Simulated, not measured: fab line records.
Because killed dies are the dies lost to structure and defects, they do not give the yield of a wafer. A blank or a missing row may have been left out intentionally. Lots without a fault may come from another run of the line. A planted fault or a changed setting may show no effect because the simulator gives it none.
fab line records :: flow gf180mcu :: part 2 of 2: steps 28 to 38 of 38
record:
  lots: 5
  wafers: 15
  lastDay: 34
route steps=602 shown DUAL_GATE@144 POLY_GATE@157 HV_LDD@176
lots untouched by any fault: they come from a run of this same line in which no faults occurred
startH: hours from the record's opening day to when the first of the lot's shown wafers began :: waitH: hours from the lot's prior step to this one :: " the same as in the row above :: L1.1+2: a row that stands for several wafers :: - no value, or no start was given :: * or withheld: withheld :: < > ~ a bound
route shown NAME@n: NAME is a module with steps in the file, n the number in the route of the first one :: usual: mean/standard deviation of fault-free wafers :: same: alike in all rows :: chamber/n: place in a boat :: sites: per-site readings :: _std_site: standard deviation of those values :: _edge_site: outer sites' mean less inner sites' :: radiusMm: how far each site lies from the wafer's centre :: mask NAME#n: copy n :: behind: the tool/chamber that last shaped the wafer :: hold: why the lot went on hold/how many hours it stayed there/how the hold came to an end :: device: which transistor (n, p or np) failed to switch :: end of line: the tests these same wafers got at the end of their route :: a step without rows: its recipe alone :: killed: dies that structure and defects cost at the first sort, which is not the same as the wafer's yield :: map: per-die view of a wafer (x killed, . not killed, _ where there is no die)
set.NAME: the run value of the setting; set.NAME@STEP: its run value at that earlier step :: model.NAME: the simulator's own value behind a step, which no gauge read
lots at selected steps of the route; one table per step, one row per wafer
services: the hour from which a tool's chamber was out of use, counted from the record's first day as startH (under 0 if before that day), plus the number of hours and why
== steps ==
step: GF_POLY_GATE_STRIP_14
recipe:
  chemistry: O2/N2
  powerW: 1400
  pressureMtorr: 1500
  platenTempC: 250
  o2FlowSccm: 3000
  n2FlowSccm: 300
  overashFraction: 0.5
usual:
  drypumpMotorCurrentA: 5.9/0.47
  heaterPowerW: 344/8.9
  n2FlowSccm: 300.0/0.87
  oesProductAu: 0.504/0.0043
lot.wafer: L078.2
tool: plasmaAsher-04
chamber: 1
startH: 225.22
waitH: 0.0
drypumpMotorCurrentA: 5.1
heaterPowerW: 343
n2FlowSccm: 300.4
oesProductAu: 0.500
rfHoursCounterH: 56

lot.wafer: L078.4
tool: plasmaAsher-04
chamber: 1
startH: 225.22
waitH: 0.0
drypumpMotorCurrentA: 5.1
heaterPowerW: 343
n2FlowSccm: 300.1
oesProductAu: 0.506
rfHoursCounterH: -

lot.wafer: L078.6
tool: plasmaAsher-04
chamber: 0
startH: 225.22
waitH: 0.0
drypumpMotorCurrentA: 5.7
heaterPowerW: 325
n2FlowSccm: 301.5
oesProductAu: 0.504
rfHoursCounterH: -

lot.wafer: L079.1
tool: plasmaAsher-04
chamber: 1
startH: 231.59
waitH: 0.0
drypumpMotorCurrentA: 5.1
heaterPowerW: 350
n2FlowSccm: 299.1
oesProductAu: 0.502
rfHoursCounterH: 57

lot.wafer: L079.2
tool: plasmaAsher-04
chamber: 0
startH: 231.59
waitH: 0.0
drypumpMotorCurrentA: 5.7
heaterPowerW: 333
n2FlowSccm: 300.4
oesProductAu: 0.502
rfHoursCounterH: 57

lot.wafer: L079.4
tool: plasmaAsher-04
chamber: 0
startH: 231.59
waitH: 0.0
drypumpMotorCurrentA: 5.7
heaterPowerW: 333
n2FlowSccm: 299.6
oesProductAu: 0.510
rfHoursCounterH: -

lot.wafer: L081.2
tool: plasmaAsher-02
chamber: 1
startH: 248.84
waitH: 0.0
drypumpMotorCurrentA: 6.1
heaterPowerW: 337
n2FlowSccm: 298.7
oesProductAu: 0.503
rfHoursCounterH: 43

lot.wafer: L081.4
tool: plasmaAsher-02
chamber: 0
startH: 248.84
waitH: 0.0
drypumpMotorCurrentA: 6.5
heaterPowerW: 349
n2FlowSccm: 300.0
oesProductAu: 0.501
rfHoursCounterH: -

lot.wafer: L081.6
tool: plasmaAsher-02
chamber: 1
startH: 248.84
waitH: 0.0
drypumpMotorCurrentA: 6.1
heaterPowerW: 348
n2FlowSccm: 300.1
oesProductAu: 0.513
rfHoursCounterH: -

lot.wafer: L092.1
tool: plasmaAsher-04
chamber: 0
startH: 324.44
waitH: 0.0
drypumpMotorCurrentA: 5.7
heaterPowerW: 332
n2FlowSccm: 299.1
oesProductAu: 0.501
rfHoursCounterH: 67

lot.wafer: L092.2
tool: plasmaAsher-04
chamber: 1
startH: 324.44
waitH: 0.0
drypumpMotorCurrentA: 5.1
heaterPowerW: 349
n2FlowSccm: 300.5
oesProductAu: 0.509
rfHoursCounterH: 67

lot.wafer: L092.4
tool: plasmaAsher-04
chamber: 0
startH: 324.44
waitH: 0.0
drypumpMotorCurrentA: 5.6
heaterPowerW: 341
n2FlowSccm: 299.1
oesProductAu: 0.510
rfHoursCounterH: -

lot.wafer: L097.3
tool: plasmaAsher-02
chamber: 1
startH: 365.42
waitH: 0.1
drypumpMotorCurrentA: 6.1
heaterPowerW: 346
n2FlowSccm: 299.9
oesProductAu: 0.501
rfHoursCounterH: -

lot.wafer: L097.4
tool: plasmaAsher-02
chamber: 0
startH: 365.42
waitH: 0.1
drypumpMotorCurrentA: 6.5
heaterPowerW: 348
n2FlowSccm: 299.0
oesProductAu: 0.501
rfHoursCounterH: -

lot.wafer: L097.5
tool: plasmaAsher-02
chamber: 0
startH: 365.42
waitH: 0.1
drypumpMotorCurrentA: 6.5
heaterPowerW: 346
n2FlowSccm: 298.7
oesProductAu: 0.505
rfHoursCounterH: -
step: GF_POLY_GATE_CLEAN_15
recipe:
  chemistry: SC1/SC2
  mix: 1:4:20
  tempC: 70
  timeS: 150
  dry: n2Spin
lot.wafer: L078.2+4+6
tool: wetBench-02
chamber: 1
startH: 225.32
waitH: 0.1

lot.wafer: L079.1+2+4
tool: wetBench-01
chamber: 3
startH: 231.69
waitH: 0.1

lot.wafer: L081.2+4+6
tool: wetBench-02
chamber: 1
startH: 248.94
waitH: 0.1

lot.wafer: L092.1+2+4
tool: wetBench-03
chamber: 3
startH: 324.54
waitH: 0.1

lot.wafer: L097.3+4+5
tool: wetBench-02
chamber: 2
startH: 365.49
waitH: 0.0
step: GF_POLY_GATE_OXIDATION_16
recipe:
  tempC: 850
  ambient: O2
  stabiliseS: 600
  purgeS: 300
  targetThkA: 40
  oxTimeS: 899
usual:
  spikeTcLowerC: 850.5/1.6
  zonePowerCentrePct: 15.75/0.16
  zonePowerTopPct: 32/4.1
same:
  oxTimeS: 899
lot.wafer: L078.2
tool: furnace-01
chamber: 0
startH: 225.93
waitH: 0.6
spikeTcLowerC: 849.7
zonePowerCentrePct: 15.83
zonePowerTopPct: 36

lot.wafer: L078.4
tool: furnace-01
chamber: 0
startH: 225.93
waitH: 0.6
spikeTcLowerC: 850.2
zonePowerCentrePct: 15.59
zonePowerTopPct: 36

lot.wafer: L078.6
tool: furnace-01
chamber: 0
startH: 225.93
waitH: 0.6
spikeTcLowerC: 848.1
zonePowerCentrePct: 15.65
zonePowerTopPct: 36

lot.wafer: L079.1
tool: furnace-02
chamber: 0
startH: 231.74
waitH: 0.0
spikeTcLowerC: 851.2
zonePowerCentrePct: 15.80
zonePowerTopPct: 28

lot.wafer: L079.2
tool: furnace-02
chamber: 0
startH: 231.74
waitH: 0.0
spikeTcLowerC: 852.0
zonePowerCentrePct: 15.42
zonePowerTopPct: 27

lot.wafer: L079.4
tool: furnace-02
chamber: 0
startH: 231.74
waitH: 0.0
spikeTcLowerC: 854.1
zonePowerCentrePct: 15.61
zonePowerTopPct: 28

lot.wafer: L081.2
tool: furnace-01
chamber: 0
startH: 248.99
waitH: 0.0
spikeTcLowerC: 848.5
zonePowerCentrePct: 15.65
zonePowerTopPct: 36

lot.wafer: L081.4
tool: furnace-01
chamber: 0
startH: 248.99
waitH: 0.0
spikeTcLowerC: 849.0
zonePowerCentrePct: 15.71
zonePowerTopPct: 36

lot.wafer: L081.6
tool: furnace-01
chamber: 0
startH: 248.99
waitH: 0.0
spikeTcLowerC: 848.8
zonePowerCentrePct: 15.51
zonePowerTopPct: 36

lot.wafer: L092.1
tool: furnace-01
chamber: 0
startH: 324.73
waitH: 0.1
spikeTcLowerC: 850.2
zonePowerCentrePct: 15.78
zonePowerTopPct: 36

lot.wafer: L092.2
tool: furnace-01
chamber: 0
startH: 324.73
waitH: 0.1
spikeTcLowerC: 848.6
zonePowerCentrePct: 15.84
zonePowerTopPct: 36

lot.wafer: L092.4
tool: furnace-01
chamber: 0
startH: 324.73
waitH: 0.1
spikeTcLowerC: 848.6
zonePowerCentrePct: 15.63
zonePowerTopPct: 35

lot.wafer: L097.3
tool: furnace-02
chamber: 0
startH: 366.51
waitH: 1.0
spikeTcLowerC: 850.0
zonePowerCentrePct: 15.67
zonePowerTopPct: 28

lot.wafer: L097.4
tool: furnace-02
chamber: 0
startH: 366.51
waitH: 1.0
spikeTcLowerC: 853.2
zonePowerCentrePct: 15.52
zonePowerTopPct: 28

lot.wafer: L097.5
tool: furnace-02
chamber: 0
startH: 366.51
waitH: 1.0
spikeTcLowerC: 850.4
zonePowerCentrePct: 15.72
zonePowerTopPct: 27
step: GF_POLY_GATE_THK_MEAS_17
recipe:
  reads: SiO2_of_POLY_GATE_OXIDATION_16
usual:
  POLY_GATE_OXIDATION_THK: 4.02/0.09
lot.wafer: L078.2
tool: filmMetro-01
chamber: -
startH: 227.19
waitH: 0.0
POLY_GATE_OXIDATION_THK[nm]: 4.13

lot.wafer: L078.4
tool: filmMetro-01
chamber: -
startH: 227.19
waitH: 0.0
POLY_GATE_OXIDATION_THK[nm]: 4.10

lot.wafer: L078.6
tool: filmMetro-01
chamber: -
startH: 227.19
waitH: 0.0
POLY_GATE_OXIDATION_THK[nm]: 4.11

lot.wafer: L079.1
tool: filmMetro-03
chamber: -
startH: 232.99
waitH: 0.0
POLY_GATE_OXIDATION_THK[nm]: 3.95

lot.wafer: L079.2
tool: filmMetro-03
chamber: -
startH: 232.99
waitH: 0.0
POLY_GATE_OXIDATION_THK[nm]: 4.03

lot.wafer: L079.4
tool: filmMetro-03
chamber: -
startH: 232.99
waitH: 0.0
POLY_GATE_OXIDATION_THK[nm]: 3.98

lot.wafer: L081.2
tool: filmMetro-04
chamber: -
startH: 250.25
waitH: 0.0
POLY_GATE_OXIDATION_THK[nm]: 3.95

lot.wafer: L081.4
tool: filmMetro-04
chamber: -
startH: 250.25
waitH: 0.0
POLY_GATE_OXIDATION_THK[nm]: 3.99

lot.wafer: L081.6
tool: filmMetro-04
chamber: -
startH: 250.25
waitH: 0.0
POLY_GATE_OXIDATION_THK[nm]: 3.98

lot.wafer: L092.1
tool: filmMetro-04
chamber: -
startH: 325.97
waitH: 0.0
POLY_GATE_OXIDATION_THK[nm]: 4.20

lot.wafer: L092.2
tool: filmMetro-04
chamber: -
startH: 325.97
waitH: 0.0
POLY_GATE_OXIDATION_THK[nm]: 4.11

lot.wafer: L092.4
tool: filmMetro-04
chamber: -
startH: 325.97
waitH: 0.0
POLY_GATE_OXIDATION_THK[nm]: 4.07

lot.wafer: L097.3
tool: filmMetro-01
chamber: -
startH: 367.78
waitH: 0.0
POLY_GATE_OXIDATION_THK[nm]: 3.98

lot.wafer: L097.4
tool: filmMetro-01
chamber: -
startH: 367.78
waitH: 0.0
POLY_GATE_OXIDATION_THK[nm]: 3.94

lot.wafer: L097.5
tool: filmMetro-01
chamber: -
startH: 367.78
waitH: 0.0
POLY_GATE_OXIDATION_THK[nm]: 3.94
step: GF_POLY_GATE_CD_MEAS_18
usual:
  cdNm: 280.3/2
lot.wafer: L078.2
tool: cdSem-01
chamber: -
startH: 227.27
waitH: 0.1
cdNm: 282.5

lot.wafer: L078.4
tool: cdSem-01
chamber: -
startH: 227.27
waitH: 0.1
cdNm: 283.2

lot.wafer: L078.6
tool: cdSem-01
chamber: -
startH: 227.27
waitH: 0.1
cdNm: 281.1

lot.wafer: L079.1
tool: cdSem-01
chamber: -
startH: 233.05
waitH: 0.1
cdNm: 278.6

lot.wafer: L079.2
tool: cdSem-01
chamber: -
startH: 233.05
waitH: 0.1
cdNm: 281.5

lot.wafer: L079.4
tool: cdSem-01
chamber: -
startH: 233.05
waitH: 0.1
cdNm: 279.1

lot.wafer: L081.2
tool: cdSem-01
chamber: -
startH: 250.33
waitH: 0.1
cdNm: 281.9

lot.wafer: L081.4
tool: cdSem-01
chamber: -
startH: 250.33
waitH: 0.1
cdNm: 279.5

lot.wafer: L081.6
tool: cdSem-01
chamber: -
startH: 250.33
waitH: 0.1
cdNm: 282.2

lot.wafer: L092.1
tool: cdSem-02
chamber: -
startH: 326.03
waitH: 0.1
cdNm: 282.8

lot.wafer: L092.2
tool: cdSem-02
chamber: -
startH: 326.03
waitH: 0.1
cdNm: 279.0

lot.wafer: L092.4
tool: cdSem-02
chamber: -
startH: 326.03
waitH: 0.1
cdNm: 279.7

lot.wafer: L097.3
tool: cdSem-01
chamber: -
startH: 367.89
waitH: 0.1
cdNm: 279.2

lot.wafer: L097.4
tool: cdSem-01
chamber: -
startH: 367.89
waitH: 0.1
cdNm: 282.3

lot.wafer: L097.5
tool: cdSem-01
chamber: -
startH: 367.89
waitH: 0.1
cdNm: 284.9
step: GF_HV_LDD_DEHYDRATE_00
recipe:
  tempC: 200
  timeS: 60
lot.wafer: L078.2+4+6
tool: lithoTrack-02
chamber: 0
startH: 235.99
waitH: 8.7

lot.wafer: L079.1+2+4
tool: lithoTrack-01
chamber: 0
startH: 241.29
waitH: 8.2

lot.wafer: L081.2+4+6
tool: lithoTrack-02
chamber: 0
startH: 259.34
waitH: 9.0

lot.wafer: L092.1+2+4
tool: lithoTrack-01
chamber: 0
startH: 336.69
waitH: 10.6

lot.wafer: L097.3+4+5
tool: lithoTrack-02
chamber: 0
startH: 378.86
waitH: 10.9
step: GF_HV_LDD_HMDS_01
recipe:
  primeTimeS: 60
  primeTempC: 120
usual:
  primeTempC: 120.01/0.12
lot.wafer: L078.2
tool: lithoTrack-02
chamber: 0
startH: 236.14
waitH: 0.1
primeTempC: 119.91

lot.wafer: L078.4
tool: lithoTrack-02
chamber: 0
startH: 236.14
waitH: 0.1
primeTempC: 119.79

lot.wafer: L078.6
tool: lithoTrack-02
chamber: 0
startH: 236.14
waitH: 0.1
primeTempC: 120.02

lot.wafer: L079.1
tool: lithoTrack-01
chamber: 0
startH: 241.44
waitH: 0.1
primeTempC: 120.24

lot.wafer: L079.2
tool: lithoTrack-01
chamber: 0
startH: 241.44
waitH: 0.1
primeTempC: 120.00

lot.wafer: L079.4
tool: lithoTrack-01
chamber: 0
startH: 241.44
waitH: 0.1
primeTempC: 120.14

lot.wafer: L081.2
tool: lithoTrack-02
chamber: 0
startH: 259.49
waitH: 0.1
primeTempC: 120.09

lot.wafer: L081.4
tool: lithoTrack-02
chamber: 0
startH: 259.49
waitH: 0.1
primeTempC: 119.91

lot.wafer: L081.6
tool: lithoTrack-02
chamber: 0
startH: 259.49
waitH: 0.1
primeTempC: 120.03

lot.wafer: L092.1
tool: lithoTrack-01
chamber: 0
startH: 336.84
waitH: 0.1
primeTempC: 119.92

lot.wafer: L092.2
tool: lithoTrack-01
chamber: 0
startH: 336.84
waitH: 0.1
primeTempC: 120.12

lot.wafer: L092.4
tool: lithoTrack-01
chamber: 0
startH: 336.84
waitH: 0.1
primeTempC: 119.97

lot.wafer: L097.3
tool: lithoTrack-02
chamber: 0
startH: 379.01
waitH: 0.1
primeTempC: 120.27

lot.wafer: L097.4
tool: lithoTrack-02
chamber: 0
startH: 379.01
waitH: 0.1
primeTempC: 120.07

lot.wafer: L097.5
tool: lithoTrack-02
chamber: 0
startH: 379.01
waitH: 0.1
primeTempC: 120.23
step: GF_HV_LDD_COAT_02
recipe:
  resist: NOVOLAK
  spinRpm: 3000
  resistThkNm: 1000
usual:
  dispensePressureKPa: 51/6.5
lot.wafer: L078.2
tool: lithoTrack-02
chamber: 0
startH: 236.29
waitH: 0.1
dispensePressureKPa: 42

lot.wafer: L078.4
tool: lithoTrack-02
chamber: 0
startH: 236.29
waitH: 0.1
dispensePressureKPa: 42

lot.wafer: L078.6
tool: lithoTrack-02
chamber: 0
startH: 236.29
waitH: 0.1
dispensePressureKPa: 42

lot.wafer: L079.1
tool: lithoTrack-01
chamber: 0
startH: 241.59
waitH: 0.1
dispensePressureKPa: 55

lot.wafer: L079.2
tool: lithoTrack-01
chamber: 0
startH: 241.59
waitH: 0.1
dispensePressureKPa: 55

lot.wafer: L079.4
tool: lithoTrack-01
chamber: 0
startH: 241.59
waitH: 0.1
dispensePressureKPa: 55

lot.wafer: L081.2
tool: lithoTrack-02
chamber: 0
startH: 259.64
waitH: 0.1
dispensePressureKPa: 42

lot.wafer: L081.4
tool: lithoTrack-02
chamber: 0
startH: 259.64
waitH: 0.1
dispensePressureKPa: 42

lot.wafer: L081.6
tool: lithoTrack-02
chamber: 0
startH: 259.64
waitH: 0.1
dispensePressureKPa: 42

lot.wafer: L092.1
tool: lithoTrack-01
chamber: 0
startH: 336.99
waitH: 0.1
dispensePressureKPa: 55

lot.wafer: L092.2
tool: lithoTrack-01
chamber: 0
startH: 336.99
waitH: 0.1
dispensePressureKPa: 55

lot.wafer: L092.4
tool: lithoTrack-01
chamber: 0
startH: 336.99
waitH: 0.1
dispensePressureKPa: 55

lot.wafer: L097.3
tool: lithoTrack-02
chamber: 0
startH: 379.16
waitH: 0.1
dispensePressureKPa: 42

lot.wafer: L097.4
tool: lithoTrack-02
chamber: 0
startH: 379.16
waitH: 0.1
dispensePressureKPa: 42

lot.wafer: L097.5
tool: lithoTrack-02
chamber: 0
startH: 379.16
waitH: 0.1
dispensePressureKPa: 42
step: GF_HV_LDD_SOFTBAKE_03
recipe:
  tempC: 90
  timeS: 60
  resist: NOVOLAK
lot.wafer: L078.2+4+6
tool: lithoTrack-02
chamber: 0
startH: 236.44
waitH: 0.1

lot.wafer: L079.1+2+4
tool: lithoTrack-01
chamber: 0
startH: 241.74
waitH: 0.1

lot.wafer: L081.2+4+6
tool: lithoTrack-02
chamber: 0
startH: 259.79
waitH: 0.1

lot.wafer: L092.1+2+4
tool: lithoTrack-01
chamber: 0
startH: 337.14
waitH: 0.1

lot.wafer: L097.3+4+5
tool: lithoTrack-02
chamber: 0
startH: 379.31
waitH: 0.1
step: GF_HV_LDD_EXPOSE_04
recipe:
  maskId: Nplus_LV_AREA
  targetCdNm: 400
  na: 0.6
  sourceShape: conventional
  sigmaOuter: 0.6
  doseMj: 140
usual:
  focusOffsetNm: 0.0/0.45
same:
  na: 0.6
lot.wafer: L078.2
tool: ilineStepper-01
chamber: 0
startH: -
waitH: -
mask: Nplus_LV_AREA#0
focusOffsetNm: -1.2

lot.wafer: L078.4
tool: ilineStepper-01
chamber: 0
startH: -
waitH: -
mask: Nplus_LV_AREA#0
focusOffsetNm: 0.0

lot.wafer: L078.6
tool: ilineStepper-01
chamber: 0
startH: -
waitH: -
mask: Nplus_LV_AREA#0
focusOffsetNm: -0.6

lot.wafer: L079.1
tool: ilineStepper-01
chamber: 0
startH: -
waitH: -
mask: Nplus_LV_AREA#0
focusOffsetNm: -0.7

lot.wafer: L079.2
tool: ilineStepper-01
chamber: 0
startH: -
waitH: -
mask: Nplus_LV_AREA#0
focusOffsetNm: -0.1

lot.wafer: L079.4
tool: ilineStepper-01
chamber: 0
startH: -
waitH: -
mask: Nplus_LV_AREA#0
focusOffsetNm: 0.1

lot.wafer: L081.2
tool: ilineStepper-02
chamber: 0
startH: -
waitH: -
mask: Nplus_LV_AREA#0
focusOffsetNm: 0.1

lot.wafer: L081.4
tool: ilineStepper-02
chamber: 0
startH: -
waitH: -
mask: Nplus_LV_AREA#0
focusOffsetNm: 0.4

lot.wafer: L081.6
tool: ilineStepper-02
chamber: 0
startH: -
waitH: -
mask: Nplus_LV_AREA#0
focusOffsetNm: 0.4

lot.wafer: L092.1
tool: ilineStepper-01
chamber: 0
startH: -
waitH: -
mask: Nplus_LV_AREA#0
focusOffsetNm: -0.3

lot.wafer: L092.2
tool: ilineStepper-01
chamber: 0
startH: -
waitH: -
mask: Nplus_LV_AREA#0
focusOffsetNm: 0.5

lot.wafer: L092.4
tool: ilineStepper-01
chamber: 0
startH: -
waitH: -
mask: Nplus_LV_AREA#0
focusOffsetNm: -0.3

lot.wafer: L097.3
tool: ilineStepper-02
chamber: 0
startH: -
waitH: -
mask: Nplus_LV_AREA#0
focusOffsetNm: -0.7

lot.wafer: L097.4
tool: ilineStepper-02
chamber: 0
startH: -
waitH: -
mask: Nplus_LV_AREA#0
focusOffsetNm: 0.0

lot.wafer: L097.5
tool: ilineStepper-02
chamber: 0
startH: -
waitH: -
mask: Nplus_LV_AREA#0
focusOffsetNm: -0.4
step: GF_HV_LDD_PEB_05
recipe:
  tempC: withheld
  timeS: *
  resist: NOVOLAK
lot.wafer: L078.2+4+6
tool: lithoTrack-02
chamber: 0
startH: -
waitH: -

lot.wafer: L079.1+2+4
tool: lithoTrack-03
chamber: 0
startH: -
waitH: -

lot.wafer: L081.2+4+6
tool: lithoTrack-01
chamber: 0
startH: -
waitH: -

lot.wafer: L092.1+2+4
tool: lithoTrack-02
chamber: 0
startH: -
waitH: -

lot.wafer: L097.3+4+5
tool: lithoTrack-02
chamber: 0
startH: -
waitH: -
== services ==
tool: wetBench-04
chamber: -
startH: 171.65
hours: 4.8
kind: repair

tool: ilineStepper-01
chamber: -
startH: 174.53
hours: 1.7
kind: pm

tool: krfScanner-01
chamber: -
startH: 179.67
hours: 4.0
kind: pm

tool: ilineStepper-02
chamber: -
startH: 189.97
hours: 4.2
kind: repair

tool: ilineStepper-01
chamber: -
startH: 196.93
hours: 1.6
kind: repair

tool: furnace-02
chamber: -
startH: 199.16
hours: 3.3
kind: pm

tool: rieSi-01
chamber: 1
startH: 201.98
hours: 2.7
kind: repair

tool: plasmaAsher-04
chamber: -
startH: 212.57
hours: 2.8
kind: pm

tool: plasmaAsher-02
chamber: -
startH: 222.99
hours: 11.1
kind: repair

tool: wetBench-04
chamber: -
startH: 232.08
hours: 0.5
kind: repair

tool: ilineStepper-02
chamber: -
startH: 234.93
hours: 5.7
kind: repair

tool: plasmaAsher-02
chamber: -
startH: 277.99
hours: 1.2
kind: repair

tool: rieSi-01
chamber: 0
startH: 301.44
hours: 2.5
kind: repair

tool: plasmaAsher-04
chamber: -
startH: 301.82
hours: 1.1
kind: repair

tool: wetBench-04
chamber: -
startH: 304.94
hours: 8.0
kind: repair

tool: furnace-02
chamber: -
startH: 306.63
hours: 4.0
kind: pm

tool: rieSi-01
chamber: -
startH: 321.49
hours: 0.3
kind: repair

tool: furnace-01
chamber: -
startH: 326.30
hours: 3.0
kind: pm

tool: wetBench-04
chamber: -
startH: 361.81
hours: 6.9
kind: repair

tool: ilineStepper-02
chamber: -
startH: 364.16
hours: 1.7
kind: pm

tool: furnace-02
chamber: -
startH: 367.76
hours: 3.4
kind: pm

tool: furnace-01
chamber: -
startH: 373.80
hours: 1.8
kind: pm

tool: furnace-01
chamber: -
startH: 388.07
hours: 11.7
kind: pm

tool: ilineStepper-01
chamber: -
startH: 389.16
hours: 8.3
kind: repair
